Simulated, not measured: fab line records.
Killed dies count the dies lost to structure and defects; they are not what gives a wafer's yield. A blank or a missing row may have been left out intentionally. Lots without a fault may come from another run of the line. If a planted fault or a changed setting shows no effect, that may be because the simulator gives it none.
Which tool was responsible?    flow gf180mcu    Sampling: 6 lots, 18 wafers, 2 of 602 route steps

WHAT THE GAUGES SHOWED, per wafer
GF_VT_IMPLANT_RS_MEAS_46: uses a four-point probe to measure.
lot   measured      on             MVSD_RS (ohm/sq)
L532  day 8 03:10   film_metro-01  455.6 456.4 457.1
L535  day 8 22:51   film_metro-02  455.4 454.7 454.6
L538  day 9 19:37   film_metro-02  457.4 457.0 456.9
L543  day 11 06:02  film_metro-01  457.9 456.3 456.8
L545  day 11 18:55  film_metro-01  441.3 439.7 441.4
L550  day 13 12:03  film_metro-04  457.7 456.7 456.3

TOOL THAT RAN EACH LOT (tool first, then ch and the chambers of the sampled wafers, then the start)
lot   GF_MVSD_IMPLANT_09
L532  implanter-01 ch 0, day 4 22:40
L535  implanter-04 ch 0, day 5 16:56
L538  implanter-03 ch 0, day 6 08:40
L543  implanter-01 ch 0, day 7 15:41
L545  implanter-03 ch 0, day 8 01:55
L550  implanter-01 ch 0, day 9 13:44
- GF_MVSD_IMPLANT_09

THE ANSWER, worked out from the rows above alone
Rule: the usual values come from the lots themselves. Put in order of their means at a reading, lots are off if they are a third of the lots or fewer, leave a main group of 4 or more, and stand apart from it by a gap of 3 or more times the standard deviation of the main group's means; of several such gaps the widest counts. The tables above print the reading to a certain number of digits; a main group whose means all agree to those digits is not used. Also off: a lot with no number at a reading for which 4 or more lots have one. Any other lot the step has rows for is counted as sound.
Off: L545, at GF_VT_IMPLANT_RS_MEAS_46 (MVSD_RS). Main group: mean 456.5 ohm/sq, sd 0.82.
If a tool, at a process step before that reading, ran all the lots that are off and no sound lot after the first of them, it fits. The gauges at GF_VT_IMPLANT_RS_MEAS_46 are tried like those tools. Can't be told from this: 2 tools fit, implanter-03 at GF_MVSD_IMPLANT_09, film_metro-01 at GF_VT_IMPLANT_RS_MEAS_46.

WHAT WAS PUT IN BY THE SIMULATOR
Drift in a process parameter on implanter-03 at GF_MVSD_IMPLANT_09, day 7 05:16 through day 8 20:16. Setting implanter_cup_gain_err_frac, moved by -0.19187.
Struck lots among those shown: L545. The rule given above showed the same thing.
